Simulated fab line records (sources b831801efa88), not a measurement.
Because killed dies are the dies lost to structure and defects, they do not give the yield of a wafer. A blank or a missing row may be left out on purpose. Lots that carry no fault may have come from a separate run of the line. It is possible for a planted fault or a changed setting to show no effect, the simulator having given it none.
Which tool is to blame? | flow sky130 | 14 lots with 42 wafers sampled at 2 steps, on a route of 708 steps

== WHAT THE GAUGES SHOWED, per wafer ==
The record lacks any reading of a measuring or inspecting step that a usual standard deviation could be used to judge.

== TOOL THAT RAN EACH LOT (tool first, then ch and the chambers of the sampled wafers, then the start) ==
lot  | SKY_METAL4_ETCH_16               | SKY_PAD_OPEN_PROBE_99
L324 | rieMetal-02 ch 0,1, day 41 11:56 | -
L325 | rieMetal-02 ch 1, day 41 23:05   | -
L326 | rieMetal-02 ch 1, day 42 03:47   | -
L327 | rieMetal-04 ch 0,1, day 42 04:26 | -
L328 | rieMetal-04 ch 0,1, day 42 18:58 | -
L330 | rieMetal-01 ch 0, day 43 18:38   | -
L331 | rieMetal-01 ch 0,1, day 43 23:27 | -
L329 | rieMetal-01 ch 0,1, day 44 00:53 | prober-02, day 47 17:29
L334 | rieMetal-04 ch 0,1, day 44 13:56 | -
L335 | rieMetal-04 ch 0,1, day 44 16:20 | -
L336 | rieMetal-01 ch 0,1, day 44 23:28 | -
L340 | rieMetal-04 ch 0,1, day 46 05:11 | -
L342 | rieMetal-02 ch 0,1, day 46 08:05 | prober-01, day 49 17:42
L343 | rieMetal-04 ch 0,1, day 46 20:32 | -
- SKY_METAL4_ETCH_16: etches BARC in N2/H2, stops on SiO2, time 88.2 s, target depth 60 nm.
- SKY_PAD_OPEN_PROBE_99

== AS READ BY THE TOOLS THEMSELVES (means over the sampled wafers that have a number; for cases with no such wafer, the mark the record gives instead) ==
SKY_METAL4_ETCH_16. Usual: biasW 100.01 W, standard deviation 0.28; chamberPressureMTorr 29.999 mTorr, standard deviation 0.026; drypumpMotorCurrentA 6.0 A, standard deviation 0.5; oesProductAu 0.626 a.u., standard deviation 0.0048; rfFwdPowerW 497.2 W, standard deviation 1.7; throttleValvePct 13.204 %, standard deviation 0.0086.
lot  | tool        | biasW (W) | chamberPressureMTorr (mTorr) | drypumpMotorCurrentA (A) | oesProductAu (a.u.) | rfFwdPowerW (W) | throttleValvePct (%) | flag
L324 | rieMetal-02 | 99.94     | 29.984                       | 6.2                      | 0.623               | 499.1           | 13.203               | 
L325 | rieMetal-02 | 100.01    | 30.013                       | 5.5                      | 0.631               | 498.9           | 13.203               | 
L326 | rieMetal-02 | 99.71     | 30.004                       | 5.5                      | 0.627               | 497.7           | 13.200               | 
L327 | rieMetal-04 | 99.95     | 29.995                       | 6.0                      | 0.623               | 496.0           | 13.208               | 
L328 | rieMetal-04 | 99.94     | 30.006                       | 6.0                      | 0.625               | 494.7           | 13.208               | 
L330 | rieMetal-01 | 100.15    | 29.996                       | 6.4                      | 0.623               | 497.3           | 13.212               | 
L331 | rieMetal-01 | 99.98     | 30.012                       | 5.6                      | 0.625               | 499.0           | 13.204               | 
L329 | rieMetal-01 | 102.18    | 29.990                       | 6.0                      | 0.625               | 497.4           | 13.207               | OFF
L334 | rieMetal-04 | 99.99     | 29.999                       | 6.0                      | 0.625               | 495.4           | 13.208               | 
L335 | rieMetal-04 | 99.90     | 29.995                       | 6.0                      | 0.627               | 494.7           | 13.205               | 
L336 | rieMetal-01 | 104.98    | 29.996                       | 5.6                      | 0.630               | 497.6           | 13.215               | OFF
L340 | rieMetal-04 | 99.94     | 30.004                       | 6.0                      | 0.626               | 493.8           | 13.213               | 
L342 | rieMetal-02 | 100.27    | 30.010                       | 5.9                      | 0.626               | 500.0           | 13.204               | 
L343 | rieMetal-04 | 100.19    | 30.006                       | 6.0                      | 0.623               | 496.9           | 13.204               | 

SKY_PAD_OPEN_PROBE_99. Usual: defectLimitedYield 82.5 %, standard deviation 1.9; killed_at_M0_to_M3 44, standard deviation 6.4; killed_at_M4_up 3.4, standard deviation 2.1; killedAtContacts 23, standard deviation 5; killedAtFrontEnd 15, standard deviation 4.5; killedAtOther 0.3, standard deviation 0.54; killedDies 86, standard deviation 9.5; killedOpen 48, standard deviation 6.9; killedShort 38, standard deviation 5.9; sort_bin_3_pad_short 0.8 %, standard deviation 0.44; sort_bin_5_function 10.5 %, standard deviation 1.6; sort_bin_6_memory 6.1 %, standard deviation 1.1; sortNPass 406, standard deviation 9.5; sortYieldPct 82.5 %, standard deviation 1.9.
lot  | tool      | defectLimitedYield (%) | killed_at_M0_to_M3 | killed_at_M4_up | killedAtContacts | killedAtFrontEnd | killedAtOther | killedDies | killedOpen | killedShort | sort_bin_3_pad_short (%) | sort_bin_5_function (%) | sort_bin_6_memory (%) | sortNPass | sortYieldPct (%) | flag
L329 | prober-02 | 82.9                   | 42                 | 3.7             | 22               | 16               | 0.0           | 84         | 44         | 39          | 0.5                      | 10.6                    | 6.0                   | 408       | 82.9             | 
L342 | prober-01 | 82.1                   | 44                 | 4.3             | 24               | 16               | 0.3           | 88         | 50         | 38          | 0.7                      | 11.2                    | 6.1                   | 404       | 82.1             | 

== THE ANSWER, worked out from the rows above alone ==
Rule: lot off if the mean of its wafers having a number is beyond 3 standard deviations from the usual mean. Also off: a lot with no number at a reading for which 4 or more lots have one. All remaining lots with rows at the step are treated as sound. Order of review: gauges by route order, followed by the tools' own readings, for which a lot's mean as printed above is used. At the first step where some lot is off, the reading lying furthest off is the one used; lots without a number count as furthest.
Off: L329, L336 (SKY_METAL4_ETCH_16, biasW).
A tool fits if, at that step or a process step before it, it ran every lot that is off, and no sound lot after the first of them. One fits: SKY_METAL4_ETCH_16 on rieMetal-01. Its last sound lot is L331 (day 43 23:27), its first lot that is off L329 (day 44 00:53): a fault that began between those two fits.
On the lots that are off, the tool's own readings at SKY_METAL4_ETCH_16 differ by more than 5 times the standard deviation of the sound lots' means, which bears it out; biasW reads 103.58 W there versus 100.00 W on the sound lots.

== WHAT HAD BEEN PUT IN BY THE SIMULATOR ==
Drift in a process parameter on rieMetal-01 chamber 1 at SKY_METAL4_ETCH_16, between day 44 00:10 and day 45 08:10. From 100, the setting biasW moved by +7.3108. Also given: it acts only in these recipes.
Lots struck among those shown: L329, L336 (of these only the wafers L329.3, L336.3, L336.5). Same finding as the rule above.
